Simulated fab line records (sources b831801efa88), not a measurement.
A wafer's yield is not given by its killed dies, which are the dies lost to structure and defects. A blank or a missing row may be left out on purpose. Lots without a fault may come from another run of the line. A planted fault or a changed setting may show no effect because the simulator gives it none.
Which of the tools did it? :: flow gf180mcu :: 12 lots with 36 wafers sampled at 5 steps, on a route of 602 steps

WHAT EACH GAUGE READ, for each wafer
GF_HV_LDD_CD_MEAS_46 targets a cd of 400 nm.
lot: L448
measured: day 13 09:14
on: cdSem-01
cdNm (nm): 396.8 396.0 397.7

lot: L449
measured: day 13 10:00
on: cdSem-01
cdNm (nm): 403.4 399.8 400.6

lot: L450
measured: day 13 17:07
on: cdSem-02
cdNm (nm): - - -

lot: L458
measured: day 16 09:14
on: cdSem-02
cdNm (nm): 400.0 401.1 399.4

lot: L459
measured: day 16 17:07
on: cdSem-01
cdNm (nm): 398.6 400.4 400.7

lot: L460
measured: day 17 03:30
on: cdSem-01
cdNm (nm): 398.5 399.5 398.9

lot: L461
measured: day 17 09:58
on: cdSem-02
cdNm (nm): 398.4 398.4 397.6

lot: L464
measured: day 18 07:22
on: cdSem-02
cdNm (nm): 404.4 400.7 403.1

lot: L465
measured: day 18 16:30
on: cdSem-01
cdNm (nm): 401.7 401.2 400.5

lot: L467
measured: day 19 13:20
on: cdSem-01
cdNm (nm): 401.7 402.4 402.0

lot: L468
measured: day 19 16:10
on: cdSem-01
cdNm (nm): 398.1 395.4 397.6

lot: L469
measured: day 19 20:48
on: cdSem-01
cdNm (nm): 399.6 398.9 398.9

GF_HV_LDD_TW_MEAS_50.
lot: L448
measured: day 13 09:38
on: filmMetro-04
HV_LDD_4_TW: 572 571 570

lot: L449
measured: day 13 10:23
on: filmMetro-01
HV_LDD_4_TW: 565 563 564

lot: L450
measured: day 13 17:30
on: filmMetro-04
HV_LDD_4_TW: 30 30 30

lot: L458
measured: day 16 09:37
on: filmMetro-01
HV_LDD_4_TW: 565 563 564

lot: L459
measured: day 16 17:31
on: filmMetro-02
HV_LDD_4_TW: 565 566 565

lot: L460
measured: day 17 03:54
on: filmMetro-01
HV_LDD_4_TW: 562 561 561

lot: L461
measured: day 17 10:22
on: filmMetro-02
HV_LDD_4_TW: 563 566 567

lot: L464
measured: day 18 07:46
on: filmMetro-04
HV_LDD_4_TW: 570 575 568

lot: L465
measured: day 18 16:53
on: filmMetro-02
HV_LDD_4_TW: 564 564 565

lot: L467
measured: day 19 13:43
on: filmMetro-04
HV_LDD_4_TW: 574 576 571

lot: L468
measured: day 19 16:37
on: filmMetro-04
HV_LDD_4_TW: 573 570 571

lot: L469
measured: day 19 21:11
on: filmMetro-01
HV_LDD_4_TW: 563 564 562

GF_PSD_OVL_MEAS_08.
lot: L448
measured: day 15 06:46
on: overlay-01
PSD_OVL (nm): -2.2 -2.8 -1.0

lot: L449
measured: day 15 07:05
on: overlay-02
PSD_OVL (nm): 0.6 1.3 0.1

lot: L458
measured: day 18 11:49
on: overlay-02
PSD_OVL (nm): 2.0 0.2 -0.4

lot: L459
measured: day 18 21:54
on: overlay-01
PSD_OVL (nm): 2.3 1.1 3.0

lot: L460
measured: day 19 05:22
on: overlay-01
PSD_OVL (nm): 1.7 0.8 0.6

lot: L461
measured: day 19 13:42
on: overlay-01
PSD_OVL (nm): -0.8 -0.5 0.3

lot: L464
measured: day 20 11:58
on: overlay-01
PSD_OVL (nm): -1.4 -1.9 -1.4

lot: L465
measured: day 20 19:44
on: overlay-01
PSD_OVL (nm): -0.3 0.4 1.0

lot: L467
measured: day 21 16:56
on: overlay-01
PSD_OVL (nm): 3.9 1.9 3.5

lot: L468
measured: day 21 18:47
on: overlay-02
PSD_OVL (nm): 0.5 1.6 1.3

lot: L469
measured: day 21 23:41
on: overlay-02
PSD_OVL (nm): 0.5 -0.5 0.1

EACH LOT AND THE TOOL THAT RAN IT (in order: tool; ch and the chambers of the sampled wafers; start)
lot: L448
GF_HV_LDD_EXPOSE_43: ilineStepper-01 ch 0, day 12 23:14
GF_HV_LDD_ETCHBACK_58: rieDiel-02 ch 0,1,2, day 13 12:31

lot: L449
GF_HV_LDD_EXPOSE_43: ilineStepper-01 ch 0, day 13 00:09
GF_HV_LDD_ETCHBACK_58: rieDiel-01 ch 1,2, day 13 13:14

lot: L450
GF_HV_LDD_EXPOSE_43: ilineStepper-02 ch 0, day 13 07:17
GF_HV_LDD_ETCHBACK_58: rieDiel-02 ch 0,3, day 13 20:22

lot: L458
GF_HV_LDD_EXPOSE_43: ilineStepper-01 ch 0, day 15 22:45
GF_HV_LDD_ETCHBACK_58: rieDiel-03 ch 0,2,3, day 16 12:28

lot: L459
GF_HV_LDD_EXPOSE_43: ilineStepper-02 ch 0, day 16 05:44
GF_HV_LDD_ETCHBACK_58: rieDiel-01 ch 0,1,2, day 16 21:41

lot: L460
GF_HV_LDD_EXPOSE_43: ilineStepper-01 ch 0, day 16 16:19
GF_HV_LDD_ETCHBACK_58: rieDiel-01 ch 0,1, day 17 06:46

lot: L461
GF_HV_LDD_EXPOSE_43: ilineStepper-01 ch 0, day 16 22:29
GF_HV_LDD_ETCHBACK_58: rieDiel-03 ch 0,3, day 17 13:14

lot: L464
GF_HV_LDD_EXPOSE_43: ilineStepper-02 ch 0, day 17 20:02
GF_HV_LDD_ETCHBACK_58: rieDiel-03 ch 0,1,2, day 18 10:39

lot: L465
GF_HV_LDD_EXPOSE_43: ilineStepper-02 ch 0, day 18 05:25
GF_HV_LDD_ETCHBACK_58: rieDiel-01 ch 0,1,2, day 18 19:52

lot: L467
GF_HV_LDD_EXPOSE_43: ilineStepper-01 ch 0, day 19 01:29
GF_HV_LDD_ETCHBACK_58: rieDiel-02 ch 0,2,3, day 19 16:38

lot: L468
GF_HV_LDD_EXPOSE_43: ilineStepper-01 ch 0, day 19 04:35
GF_HV_LDD_ETCHBACK_58: rieDiel-03 ch 0,1,2, day 19 19:29

lot: L469
GF_HV_LDD_EXPOSE_43: ilineStepper-02 ch 0, day 19 09:00
GF_HV_LDD_ETCHBACK_58: rieDiel-01 ch 0,3, day 20 00:06
- GF_HV_LDD_EXPOSE_43: exposes mask Pplus HV AREA, target cd 400 nm.
- GF_HV_LDD_ETCHBACK_58: etches Si3N4 in CH3F/O2, stops on SiO2, time 100 s, target depth 90 nm.

WHAT THE TOOLS THEMSELVES READ (means of the sampled wafers that have a number; where no wafer has one, the mark that the record gives instead)
GF_HV_LDD_EXPOSE_43.
lot: L448
tool: ilineStepper-01
focusOffsetNm (nm): 0.2

lot: L449
tool: ilineStepper-01
focusOffsetNm (nm): -0.1

lot: L450
tool: ilineStepper-02
focusOffsetNm (nm): 0.0

lot: L458
tool: ilineStepper-01
focusOffsetNm (nm): -0.3

lot: L459
tool: ilineStepper-02
focusOffsetNm (nm): 0.2

lot: L460
tool: ilineStepper-01
focusOffsetNm (nm): -0.5

lot: L461
tool: ilineStepper-01
focusOffsetNm (nm): -0.3

lot: L464
tool: ilineStepper-02
focusOffsetNm (nm): -0.2

lot: L465
tool: ilineStepper-02
focusOffsetNm (nm): 0.1

lot: L467
tool: ilineStepper-01
focusOffsetNm (nm): 0.0

lot: L468
tool: ilineStepper-01
focusOffsetNm (nm): -0.6

lot: L469
tool: ilineStepper-02
focusOffsetNm (nm): -0.2

GF_HV_LDD_ETCHBACK_58.
lot: L448
tool: rieDiel-02
drypumpMotorCurrentA (A): 5.8
oesProductAu (a.u.): 0.844
throttleValvePct (%): 10.569

lot: L449
tool: rieDiel-01
drypumpMotorCurrentA (A): 5.3
oesProductAu (a.u.): 0.848
throttleValvePct (%): 10.555

lot: L450
tool: rieDiel-02
drypumpMotorCurrentA (A): 6.1
oesProductAu (a.u.): 0.844
throttleValvePct (%): 10.571

lot: L458
tool: rieDiel-03
drypumpMotorCurrentA (A): 5.4
oesProductAu (a.u.): 0.840
throttleValvePct (%): 10.560

lot: L459
tool: rieDiel-01
drypumpMotorCurrentA (A): 5.7
oesProductAu (a.u.): 0.847
throttleValvePct (%): 10.551

lot: L460
tool: rieDiel-01
drypumpMotorCurrentA (A): 6.0
oesProductAu (a.u.): 0.840
throttleValvePct (%): 10.561

lot: L461
tool: rieDiel-03
drypumpMotorCurrentA (A): 5.5
oesProductAu (a.u.): 0.839
throttleValvePct (%): 10.560

lot: L464
tool: rieDiel-03
drypumpMotorCurrentA (A): 5.7
oesProductAu (a.u.): 0.837
throttleValvePct (%): 10.558

lot: L465
tool: rieDiel-01
drypumpMotorCurrentA (A): 5.7
oesProductAu (a.u.): 0.847
throttleValvePct (%): 10.559

lot: L467
tool: rieDiel-02
drypumpMotorCurrentA (A): 5.9
oesProductAu (a.u.): 0.849
throttleValvePct (%): 10.566

lot: L468
tool: rieDiel-03
drypumpMotorCurrentA (A): 5.7
oesProductAu (a.u.): 0.834
throttleValvePct (%): 10.555

lot: L469
tool: rieDiel-01
drypumpMotorCurrentA (A): 5.9
oesProductAu (a.u.): 0.846
throttleValvePct (%): 10.557

THE ANSWER, worked out from the rows above alone
Rule: the usual values come from the lots themselves. The widest of any qualifying gaps counts: lots, ordered by their means at a reading, are off when they make up no more than a third of the lots, leave a main group of 4 or more, and stand apart from it by 3 or more times the standard deviation of that group's means. The tables above print the reading to a certain number of digits; a main group whose means all agree to those digits is not used. Also off: a lot with no number at a reading for which 4 or more lots have one. All remaining lots with rows at the step are treated as sound. After the gauges, taken in route order, come the tools' own readings; for these a lot's mean is taken, as printed above. At the first step where some lot is off, the reading lying furthest off is the one used; lots without a number count as furthest.
Off: L450, at GF_HV_LDD_CD_MEAS_46 (cdNm). Without a number there: L450. The main group has a mean of 399.8 nm with a standard deviation of 1.9.
If a tool, at a process step before that reading, ran all the lots that are off and no sound lot after the first of them, it fits. Not tried: the gauges at GF_HV_LDD_CD_MEAS_46; whatever is off there is also off at GF_HV_LDD_TW_MEAS_50, on other tools, and gauge error can't account for it. Of those tried, none fits.

WHAT THE SIMULATOR HAD INSERTED
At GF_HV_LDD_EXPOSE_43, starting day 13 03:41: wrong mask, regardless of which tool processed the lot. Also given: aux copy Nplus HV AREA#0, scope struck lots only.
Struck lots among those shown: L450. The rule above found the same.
